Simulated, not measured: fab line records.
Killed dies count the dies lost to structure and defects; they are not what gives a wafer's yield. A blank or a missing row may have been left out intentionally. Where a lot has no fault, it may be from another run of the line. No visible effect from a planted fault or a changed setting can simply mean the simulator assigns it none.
Comparing a struck lot with a sound one	flow gf180mcu	21 out of 602 route steps
Sound: these wafers, L674.1, L674.3, L674.5. Wafers struck: L687.1, L687.2, L687.3. At the end, the cause is stated.
Each step with rows lists, per side, the tool, then ch with its chambers, then its first start. Under that, the readings that differ: sound wafers	struck wafers	difference of the means	sigmas: that difference in standard deviations of wafers without a fault.
alike: readings with means less than 2 such deviations apart, plus words and numbers identical on both sides. not compared: withheld readings, readings lacking a value on some wafer, bounds such as >300 that could conceal the same value, and numbers that have no deviation in the record and whose values overlap.
A row with sigmas, a row that says differs or no value, or rows on one side alone: a step with any of these is where the two part. When numbers do not overlap yet have no deviation, they are printed without sigmas and do not part them. A reading missing from all wafers of one side parts the sides only when that side holds two or more wafers.

first, 2 steps without rows for these wafers: GF_M5_CLEAN_13 (cleans in DIW); GF_V5_CVD_00 (deposits SiO2, target thk 300 nm, time 50 s).
GF_V5_THK_MEAS_01:
  sound: film metro-04 at day 26 01:44; struck: film metro-03 at day 30 12:13
  alike: V5_CVD_00_THK
GF_V5_CVD_02: deposits SiO2 from TEOS, target thk 1450 nm, time 163.28 s.
  sound on pecvd-03 ch 0,1,2, day 26 01:47; struck on pecvd-02 ch 0,1,2, day 30 12:16
  alike: heater power w
GF_V5_THK_MEAS_03:
  sound: film metro-03 at day 26 01:53; struck: film metro-02 at day 30 12:23
  alike: V5_CVD_02_THK
GF_V5_CMP_04: polishes SiO2.
  sound on cmp-02 ch 0,1,2, day 26 02:00; struck on cmp-01 ch 0,1,3, day 30 12:26
  alike: head pressure psi, motor current A, slurry flow ml min
GF_V5_BOW_MEAS_05:
  sound: film metro-03 at day 26 02:15; struck: film metro-04 at day 30 12:44
  alike: V5_BOW
then, 5 steps without rows for these wafers: GF_V5_DEHYDRATE_06 (time 60 s); GF_V5_HMDS_07 (prime time 60 s); GF_V5_COAT_08; GF_V5_COAT_09 (resist thk 1000 nm); GF_V5_SOFTBAKE_10 (time 60 s).
GF_V5_EXPOSE_11: exposes mask Via5, target cd 260 nm.
  sound on krf scanner-02 ch 0, day 26 12:43; struck on krf scanner-02 ch 0, day 30 21:50
reading	sound	struck	difference	sigmas
exposure dose mJ cm2	37.90 37.92 37.94	45.63 45.64 45.64	+7.72	+99 or more
  alike: mask, focus offset nm, reticle temp C
then, 2 steps without rows for these wafers: GF_V5_PEB_12 (peb time 90 s); GF_V5_DEVELOP_13 (develop time 60 s).
GF_V5_CD_MEAS_14 targets a cd of 260 nm.
  sound: cd sem-01 at day 26 22:44; struck: cd sem-02 at day 31 06:25
reading	sound	struck	difference	sigmas
cd nm (nm)	259.5 260.7 260.3	287.7 288.2 288.4	+27.9	+21
GF_V5_OVL_MEAS_15:
  sound: overlay-01 at day 26 22:52; struck: overlay-02 at day 31 06:32
  alike: V5_OVL
GF_V5_ETCH_16: etches BARC in N2/H2.
  sound on rie diel-01 ch 1,2,3, day 26 22:54; struck on rie diel-01 ch 0,2,3, day 31 06:34
reading	sound	struck	difference	sigmas
model.V5.cd nm (nm)	259.7 260.8 260.6	287 288.3 288.6	+28	
  alike: drypump motor current A, h2 flow sccm, oes product au, throttle valve pct
GF_V5_ETCH_17: etches SiO2 in C4F8/O2/Ar, stops on TiN, target depth 855 nm.
  sound: rie diel-01 ch 1,2,3; struck: rie diel-01 ch 0,2,3
reading	sound	struck	difference	sigmas
model.V5.cd nm (nm)	260 260.3 260.2	287.5 288.3 288.9	+28.1	
  alike: oes product au
GF_V5_STRIP_18: strips in O2/N2.
  sound on plasma asher-03 ch 0, day 26 23:03; struck on plasma asher-03 ch 0,1, day 31 06:43
  alike: drypump motor current A, heater power w, oes product au
  not compared: rf hours counter h
GF_PASSIVATION_PROBE_99:
  sound: prober-01 at day 28 19:13; struck: prober-02 at day 32 20:18
reading	sound	struck	difference	sigmas
model.etest.via5 chain.rc ohm	7.049 6.729 7.055	5.655 5.725 5.526	-1.309	

== WHERE THEY PART ==
Last at GF_V5_CD_MEAS_14 as far as this record goes, first at GF_V5_EXPOSE_11. Later steps at which nothing parts them and some readings are alike: GF_V5_OVL_MEAS_15, GF_V5_ETCH_16, GF_V5_ETCH_17, GF_V5_STRIP_18.

WHY: the cause the simulator had injected
Process parameters drifting: krf scanner-02 at GF_V5_EXPOSE_11, beginning at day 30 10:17. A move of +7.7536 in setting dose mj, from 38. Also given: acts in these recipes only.
